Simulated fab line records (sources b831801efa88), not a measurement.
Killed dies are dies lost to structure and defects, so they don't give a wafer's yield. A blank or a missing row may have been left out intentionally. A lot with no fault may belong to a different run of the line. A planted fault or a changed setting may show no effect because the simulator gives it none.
Which tool did it? || flow sfqLine || 14 lots, 42 wafers sampled, at 5 steps of a route of 325

== WHAT EACH GAUGE READ, for each wafer ==
The record lacks any reading of a measuring or inspecting step that a usual standard deviation could be used to judge.

== TOOL THAT RAN EACH LOT (tool first, then ch and the chambers of the sampled wafers, then the start) ==
{"lot": "L305", "SFQ_TRILAYER_M4_STRIP_STRIP_097": "rieMetal-04 ch 0,1, day 37 05:44", "SFQ_TRILAYER_I4_DEP_PECVD_099": "pecvd-01 ch 0,1,2, day 37 06:31", "SFQ_TRILAYER_JJ_TRILAYER_DEP_SPUTTER_110": "pvdSputter-06, day 44 04:58", "SFQ_TRILAYER_JJ_CE_LITHO_PEB_117": "lithoTrack-01 ch 0, day 49 12:04", "SFQ_TRILAYER_JJ_CE_METRO_MEASURE_117": "cdSem-01, day 49 12:24"}
{"lot": "L308", "SFQ_TRILAYER_M4_STRIP_STRIP_097": "rieMetal-04 ch 0,1, day 41 03:28", "SFQ_TRILAYER_I4_DEP_PECVD_099": "pecvd-02 ch 0,1,2, day 41 04:25", "SFQ_TRILAYER_JJ_TRILAYER_DEP_SPUTTER_110": "pvdSputter-06, day 47 12:14", "SFQ_TRILAYER_JJ_CE_LITHO_PEB_117": "lithoTrack-04 ch 0, day 52 17:26", "SFQ_TRILAYER_JJ_CE_METRO_MEASURE_117": "cdSem-02, day 52 17:57"}
{"lot": "L309", "SFQ_TRILAYER_M4_STRIP_STRIP_097": "rieMetal-01 ch 0,1, day 41 06:04", "SFQ_TRILAYER_I4_DEP_PECVD_099": "pecvd-02 ch 0,1, day 41 06:40", "SFQ_TRILAYER_JJ_TRILAYER_DEP_SPUTTER_110": "pvdSputter-05, day 47 17:02", "SFQ_TRILAYER_JJ_CE_LITHO_PEB_117": "lithoTrack-04 ch 0, day 53 03:04", "SFQ_TRILAYER_JJ_CE_METRO_MEASURE_117": "cdSem-01, day 53 03:45"}
{"lot": "L310", "SFQ_TRILAYER_M4_STRIP_STRIP_097": "rieMetal-01 ch 0,1, day 41 15:28", "SFQ_TRILAYER_I4_DEP_PECVD_099": "pecvd-04 ch 1,2, day 41 16:14", "SFQ_TRILAYER_JJ_TRILAYER_DEP_SPUTTER_110": "pvdSputter-06, day 47 21:50", "SFQ_TRILAYER_JJ_CE_LITHO_PEB_117": "lithoTrack-04 ch 0, day 53 11:25", "SFQ_TRILAYER_JJ_CE_METRO_MEASURE_117": "cdSem-02, day 53 11:45"}
{"lot": "L314", "SFQ_TRILAYER_M4_STRIP_STRIP_097": "rieMetal-01 ch 0,1, day 45 08:26", "SFQ_TRILAYER_I4_DEP_PECVD_099": "pecvd-02 ch 0,1,2, day 45 09:01", "SFQ_TRILAYER_JJ_TRILAYER_DEP_SPUTTER_110": "pvdSputter-06, day 50 12:19", "SFQ_TRILAYER_JJ_CE_LITHO_PEB_117": "lithoTrack-01 ch 0, day 55 18:40", "SFQ_TRILAYER_JJ_CE_METRO_MEASURE_117": "cdSem-02, day 55 19:21"}
{"lot": "L315", "SFQ_TRILAYER_M4_STRIP_STRIP_097": "rieMetal-03 ch 0,1, day 45 09:26", "SFQ_TRILAYER_I4_DEP_PECVD_099": "pecvd-01 ch 0,1,2, day 45 10:13", "SFQ_TRILAYER_JJ_TRILAYER_DEP_SPUTTER_110": "pvdSputter-03, day 50 12:45", "SFQ_TRILAYER_JJ_CE_LITHO_PEB_117": "lithoTrack-04 ch 0, day 55 19:50", "SFQ_TRILAYER_JJ_CE_METRO_MEASURE_117": "cdSem-02, day 55 20:21"}
{"lot": "L317", "SFQ_TRILAYER_M4_STRIP_STRIP_097": "rieMetal-04 ch 0,1, day 45 15:26", "SFQ_TRILAYER_I4_DEP_PECVD_099": "pecvd-01 ch 0,2, day 45 16:13", "SFQ_TRILAYER_JJ_TRILAYER_DEP_SPUTTER_110": "pvdSputter-03, day 50 18:39", "SFQ_TRILAYER_JJ_CE_LITHO_PEB_117": "lithoTrack-01 ch 0, day 56 03:01", "SFQ_TRILAYER_JJ_CE_METRO_MEASURE_117": "cdSem-02, day 56 03:21"}
{"lot": "L318", "SFQ_TRILAYER_M4_STRIP_STRIP_097": "rieMetal-01 ch 0,1, day 45 16:38", "SFQ_TRILAYER_I4_DEP_PECVD_099": "pecvd-02 ch 0,1,2, day 45 17:26", "SFQ_TRILAYER_JJ_TRILAYER_DEP_SPUTTER_110": "pvdSputter-06, day 50 19:51", "SFQ_TRILAYER_JJ_CE_LITHO_PEB_117": "lithoTrack-04 ch 0, day 56 04:13", "SFQ_TRILAYER_JJ_CE_METRO_MEASURE_117": "cdSem-01, day 56 04:33"}
{"lot": "L320", "SFQ_TRILAYER_M4_STRIP_STRIP_097": "rieMetal-01 ch 0,1, day 45 20:14", "SFQ_TRILAYER_I4_DEP_PECVD_099": "pecvd-01 ch 0,1,2, day 45 21:01", "SFQ_TRILAYER_JJ_TRILAYER_DEP_SPUTTER_110": "pvdSputter-03, day 51 00:39", "SFQ_TRILAYER_JJ_CE_LITHO_PEB_117": "lithoTrack-04 ch 0, day 56 11:25", "SFQ_TRILAYER_JJ_CE_METRO_MEASURE_117": "cdSem-01, day 56 11:45"}
{"lot": "L321", "SFQ_TRILAYER_M4_STRIP_STRIP_097": "rieMetal-04 ch 0,1, day 45 22:38", "SFQ_TRILAYER_I4_DEP_PECVD_099": "pecvd-04 ch 1,2, day 45 23:25", "SFQ_TRILAYER_JJ_TRILAYER_DEP_SPUTTER_110": "pvdSputter-05, day 51 03:04", "SFQ_TRILAYER_JJ_CE_LITHO_PEB_117": "lithoTrack-04 ch 0, day 56 15:01", "SFQ_TRILAYER_JJ_CE_METRO_MEASURE_117": "cdSem-02, day 56 15:21"}
{"lot": "L324", "SFQ_TRILAYER_M4_STRIP_STRIP_097": "rieMetal-03 ch 1, day 46 05:50", "SFQ_TRILAYER_I4_DEP_PECVD_099": "pecvd-04 ch 0,1,2, day 46 06:37", "SFQ_TRILAYER_JJ_TRILAYER_DEP_SPUTTER_110": "pvdSputter-03, day 51 07:51", "SFQ_TRILAYER_JJ_CE_LITHO_PEB_117": "lithoTrack-03 ch 0, day 56 22:20", "SFQ_TRILAYER_JJ_CE_METRO_MEASURE_117": "cdSem-01, day 56 22:40"}
{"lot": "L325", "SFQ_TRILAYER_M4_STRIP_STRIP_097": "rieMetal-04 ch 0, day 46 08:14", "SFQ_TRILAYER_I4_DEP_PECVD_099": "pecvd-01 ch 0,1,2, day 46 09:01", "SFQ_TRILAYER_JJ_TRILAYER_DEP_SPUTTER_110": "pvdSputter-05, day 51 09:03", "SFQ_TRILAYER_JJ_CE_LITHO_PEB_117": "lithoTrack-03 ch 0, day 57 00:44", "SFQ_TRILAYER_JJ_CE_METRO_MEASURE_117": "cdSem-02, day 57 01:04"}
{"lot": "L326", "SFQ_TRILAYER_M4_STRIP_STRIP_097": "rieMetal-04 ch 0,1, day 46 13:14", "SFQ_TRILAYER_I4_DEP_PECVD_099": "pecvd-02 ch 0,2, day 46 13:49", "SFQ_TRILAYER_JJ_TRILAYER_DEP_SPUTTER_110": "pvdSputter-03, day 51 11:27", "SFQ_TRILAYER_JJ_CE_LITHO_PEB_117": "lithoTrack-01 ch 0, day 57 03:11", "SFQ_TRILAYER_JJ_CE_METRO_MEASURE_117": "cdSem-01, day 57 03:52"}
{"lot": "L327", "SFQ_TRILAYER_M4_STRIP_STRIP_097": "rieMetal-01 ch 0,1, day 46 14:14", "SFQ_TRILAYER_I4_DEP_PECVD_099": "pecvd-04 ch 0,1,2, day 46 15:02", "SFQ_TRILAYER_JJ_TRILAYER_DEP_SPUTTER_110": "pvdSputter-05, day 51 12:39", "SFQ_TRILAYER_JJ_CE_LITHO_PEB_117": "lithoTrack-01 ch 0, day 57 05:32", "SFQ_TRILAYER_JJ_CE_METRO_MEASURE_117": "cdSem-02, day 57 05:52"}
- SFQ_TRILAYER_M4_STRIP_STRIP_097: strips in O2.
- SFQ_TRILAYER_I4_DEP_PECVD_099: deposits SiO2 from SiH4/N2O, time 111.11 s, target thk 500 nm.
- SFQ_TRILAYER_JJ_TRILAYER_DEP_SPUTTER_110: material Al, target thk 8 nm, time 10 s.
- SFQ_TRILAYER_JJ_CE_LITHO_PEB_117: peb time 60 s.
- SFQ_TRILAYER_JJ_CE_METRO_MEASURE_117

== AS READ BY THE TOOLS THEMSELVES (means over the sampled wafers that have a number; for cases with no such wafer, the mark the record gives instead) ==
SFQ_TRILAYER_M4_STRIP_STRIP_097. Usual: drypumpMotorCurrentA 5.4 A, standard deviation 0.48; oesProductAu 0.996 a.u., standard deviation 0.0071.
{"lot": "L305", "tool": "rieMetal-04", "drypumpMotorCurrentA (A)": 5.2, "oesProductAu (a.u.)": 0.997, "flag": ""}
{"lot": "L308", "tool": "rieMetal-04", "drypumpMotorCurrentA (A)": 5.3, "oesProductAu (a.u.)": 0.996, "flag": ""}
{"lot": "L309", "tool": "rieMetal-01", "drypumpMotorCurrentA (A)": 5.4, "oesProductAu (a.u.)": 0.996, "flag": ""}
{"lot": "L310", "tool": "rieMetal-01", "drypumpMotorCurrentA (A)": 5.4, "oesProductAu (a.u.)": 0.991, "flag": ""}
{"lot": "L314", "tool": "rieMetal-01", "drypumpMotorCurrentA (A)": 5.3, "oesProductAu (a.u.)": 0.997, "flag": ""}
{"lot": "L315", "tool": "rieMetal-03", "drypumpMotorCurrentA (A)": 5.5, "oesProductAu (a.u.)": 0.994, "flag": ""}
{"lot": "L317", "tool": "rieMetal-04", "drypumpMotorCurrentA (A)": 5.3, "oesProductAu (a.u.)": 0.991, "flag": ""}
{"lot": "L318", "tool": "rieMetal-01", "drypumpMotorCurrentA (A)": 5.4, "oesProductAu (a.u.)": 0.995, "flag": ""}
{"lot": "L320", "tool": "rieMetal-01", "drypumpMotorCurrentA (A)": 5.4, "oesProductAu (a.u.)": 0.999, "flag": ""}
{"lot": "L321", "tool": "rieMetal-04", "drypumpMotorCurrentA (A)": 5.1, "oesProductAu (a.u.)": 0.990, "flag": ""}
{"lot": "L324", "tool": "rieMetal-03", "drypumpMotorCurrentA (A)": 6.4, "oesProductAu (a.u.)": 0.996, "flag": ""}
{"lot": "L325", "tool": "rieMetal-04", "drypumpMotorCurrentA (A)": 4.9, "oesProductAu (a.u.)": 0.997, "flag": ""}
{"lot": "L326", "tool": "rieMetal-04", "drypumpMotorCurrentA (A)": 5.1, "oesProductAu (a.u.)": 1.004, "flag": ""}
{"lot": "L327", "tool": "rieMetal-01", "drypumpMotorCurrentA (A)": 5.4, "oesProductAu (a.u.)": 1.003, "flag": ""}

SFQ_TRILAYER_I4_DEP_PECVD_099. Usual: heaterPowerW 89 W, standard deviation 21; throttleValvePct 24.2 %, standard deviation 1.2.
{"lot": "L305", "tool": "pecvd-01", "heaterPowerW (W)": 81, "throttleValvePct (%)": 24.5, "flag": ""}
{"lot": "L308", "tool": "pecvd-02", "heaterPowerW (W)": 79, "throttleValvePct (%)": 23.8, "flag": ""}
{"lot": "L309", "tool": "pecvd-02", "heaterPowerW (W)": 77, "throttleValvePct (%)": 23.8, "flag": ""}
{"lot": "L310", "tool": "pecvd-04", "heaterPowerW (W)": 124, "throttleValvePct (%)": 23.4, "flag": ""}
{"lot": "L314", "tool": "pecvd-02", "heaterPowerW (W)": 79, "throttleValvePct (%)": 24.1, "flag": ""}
{"lot": "L315", "tool": "pecvd-01", "heaterPowerW (W)": 78, "throttleValvePct (%)": 25.1, "flag": ""}
{"lot": "L317", "tool": "pecvd-01", "heaterPowerW (W)": 77, "throttleValvePct (%)": 26.0, "flag": ""}
{"lot": "L318", "tool": "pecvd-02", "heaterPowerW (W)": 80, "throttleValvePct (%)": 24.0, "flag": ""}
{"lot": "L320", "tool": "pecvd-01", "heaterPowerW (W)": 82, "throttleValvePct (%)": 25.2, "flag": ""}
{"lot": "L321", "tool": "pecvd-04", "heaterPowerW (W)": 121, "throttleValvePct (%)": 23.5, "flag": ""}
{"lot": "L324", "tool": "pecvd-04", "heaterPowerW (W)": 104, "throttleValvePct (%)": 23.6, "flag": ""}
{"lot": "L325", "tool": "pecvd-01", "heaterPowerW (W)": 85, "throttleValvePct (%)": 25.0, "flag": ""}
{"lot": "L326", "tool": "pecvd-02", "heaterPowerW (W)": 78, "throttleValvePct (%)": 25.0, "flag": ""}
{"lot": "L327", "tool": "pecvd-04", "heaterPowerW (W)": 109, "throttleValvePct (%)": 23.5, "flag": ""}

SFQ_TRILAYER_JJ_TRILAYER_DEP_SPUTTER_110. Usual: throttleValvePct reads 30.0 % (standard deviation 1.1).
{"lot": "L305", "tool": "pvdSputter-06", "throttleValvePct (%)": 30.3, "flag": ""}
{"lot": "L308", "tool": "pvdSputter-06", "throttleValvePct (%)": 29.8, "flag": ""}
{"lot": "L309", "tool": "pvdSputter-05", "throttleValvePct (%)": 29.7, "flag": ""}
{"lot": "L310", "tool": "pvdSputter-06", "throttleValvePct (%)": 30.5, "flag": ""}
{"lot": "L314", "tool": "pvdSputter-06", "throttleValvePct (%)": 30.5, "flag": ""}
{"lot": "L315", "tool": "pvdSputter-03", "throttleValvePct (%)": 29.8, "flag": ""}
{"lot": "L317", "tool": "pvdSputter-03", "throttleValvePct (%)": 30.0, "flag": ""}
{"lot": "L318", "tool": "pvdSputter-06", "throttleValvePct (%)": 29.7, "flag": ""}
{"lot": "L320", "tool": "pvdSputter-03", "throttleValvePct (%)": 30.0, "flag": ""}
{"lot": "L321", "tool": "pvdSputter-05", "throttleValvePct (%)": 30.3, "flag": ""}
{"lot": "L324", "tool": "pvdSputter-03", "throttleValvePct (%)": 30.0, "flag": ""}
{"lot": "L325", "tool": "pvdSputter-05", "throttleValvePct (%)": 30.7, "flag": ""}
{"lot": "L326", "tool": "pvdSputter-03", "throttleValvePct (%)": 30.4, "flag": ""}
{"lot": "L327", "tool": "pvdSputter-05", "throttleValvePct (%)": 30.1, "flag": ""}

SFQ_TRILAYER_JJ_CE_LITHO_PEB_117. Usual: heaterPowerTotalW 79.16 W, standard deviation 0.059; plateTempC 115.05 C, standard deviation 0.16.
{"lot": "L305", "tool": "lithoTrack-01", "heaterPowerTotalW (W)": 79.16, "plateTempC (C)": 114.83, "flag": ""}
{"lot": "L308", "tool": "lithoTrack-04", "heaterPowerTotalW (W)": 79.15, "plateTempC (C)": 115.02, "flag": ""}
{"lot": "L309", "tool": "lithoTrack-04", "heaterPowerTotalW (W)": 79.14, "plateTempC (C)": 115.06, "flag": ""}
{"lot": "L310", "tool": "lithoTrack-04", "heaterPowerTotalW (W)": 79.17, "plateTempC (C)": 115.18, "flag": ""}
{"lot": "L314", "tool": "lithoTrack-01", "heaterPowerTotalW (W)": 79.11, "plateTempC (C)": 115.21, "flag": ""}
{"lot": "L315", "tool": "lithoTrack-04", "heaterPowerTotalW (W)": 79.19, "plateTempC (C)": 114.91, "flag": ""}
{"lot": "L317", "tool": "lithoTrack-01", "heaterPowerTotalW (W)": 79.16, "plateTempC (C)": 115.01, "flag": ""}
{"lot": "L318", "tool": "lithoTrack-04", "heaterPowerTotalW (W)": 79.12, "plateTempC (C)": 115.09, "flag": ""}
{"lot": "L320", "tool": "lithoTrack-04", "heaterPowerTotalW (W)": 76.05, "plateTempC (C)": 111.59, "flag": "OFF"}
{"lot": "L321", "tool": "lithoTrack-04", "heaterPowerTotalW (W)": 76.06, "plateTempC (C)": 111.74, "flag": "OFF"}
{"lot": "L324", "tool": "lithoTrack-03", "heaterPowerTotalW (W)": 79.17, "plateTempC (C)": 115.15, "flag": ""}
{"lot": "L325", "tool": "lithoTrack-03", "heaterPowerTotalW (W)": 79.20, "plateTempC (C)": 114.88, "flag": ""}
{"lot": "L326", "tool": "lithoTrack-01", "heaterPowerTotalW (W)": 79.20, "plateTempC (C)": 115.07, "flag": ""}
{"lot": "L327", "tool": "lithoTrack-01", "heaterPowerTotalW (W)": 79.14, "plateTempC (C)": 115.17, "flag": ""}

SFQ_TRILAYER_JJ_CE_METRO_MEASURE_117. Usual: cdNm reads 699.6 nm (standard deviation 1.2).
{"lot": "L305", "tool": "cdSem-01", "cdNm (nm)": 701.7, "flag": ""}
{"lot": "L308", "tool": "cdSem-02", "cdNm (nm)": 698.3, "flag": ""}
{"lot": "L309", "tool": "cdSem-01", "cdNm (nm)": 701.6, "flag": ""}
{"lot": "L310", "tool": "cdSem-02", "cdNm (nm)": 697.5, "flag": ""}
{"lot": "L314", "tool": "cdSem-02", "cdNm (nm)": 698.5, "flag": ""}
{"lot": "L315", "tool": "cdSem-02", "cdNm (nm)": 699.2, "flag": ""}
{"lot": "L317", "tool": "cdSem-02", "cdNm (nm)": 701.8, "flag": ""}
{"lot": "L318", "tool": "cdSem-01", "cdNm (nm)": 698.1, "flag": ""}
{"lot": "L320", "tool": "cdSem-01", "cdNm (nm)": 769.4, "flag": "OFF"}
{"lot": "L321", "tool": "cdSem-02", "cdNm (nm)": 770.6, "flag": "OFF"}
{"lot": "L324", "tool": "cdSem-01", "cdNm (nm)": 700.5, "flag": ""}
{"lot": "L325", "tool": "cdSem-02", "cdNm (nm)": 698.9, "flag": ""}
{"lot": "L326", "tool": "cdSem-01", "cdNm (nm)": 701.1, "flag": ""}
{"lot": "L327", "tool": "cdSem-02", "cdNm (nm)": 699.6, "flag": ""}

== THE ANSWER, worked out from the rows above alone ==
Rule: a lot is off if the mean of its wafers that have a number lies more than 3 standard deviations from the usual mean. Also off: a lot with no number at a reading for which 4 or more lots have one. All remaining lots with rows at the step are treated as sound. The gauges are gone through in route order, then the tools' own readings, and for those a lot's mean is taken as printed above. The first step at which some lot is off is used, and at that step the reading that is off furthest; a lot without a number counts as furthest.
Off, at SFQ_TRILAYER_JJ_CE_LITHO_PEB_117 on heaterPowerTotalW: L320, L321.
A tool fits if, at that step or a process step before it, it ran every lot that is off, and no sound lot after the first of them. One fits: lithoTrack-04 at SFQ_TRILAYER_JJ_CE_LITHO_PEB_117. A fault onset in the window from L318 (day 56 04:13, its last sound lot) to L320 (day 56 11:25, its first lot off) fits.
The tool's own readings at SFQ_TRILAYER_JJ_CE_LITHO_PEB_117 bear it out: on the lots that are off they differ by more than 5 times the standard deviation of the sound lots' means. heaterPowerTotalW reads 76.06 W there against 79.16 W on the sound lots; plateTempC reads 111.66 C there against 115.05 C on the sound lots.

== WHAT THE SIMULATOR PUT IN ==
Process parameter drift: lithoTrack-04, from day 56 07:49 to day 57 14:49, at SFQ_TRILAYER_JJ_CE_LITHO_PEB_117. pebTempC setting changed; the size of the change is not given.
Struck lots among those shown: L320, L321. This agrees with what the rule above found.
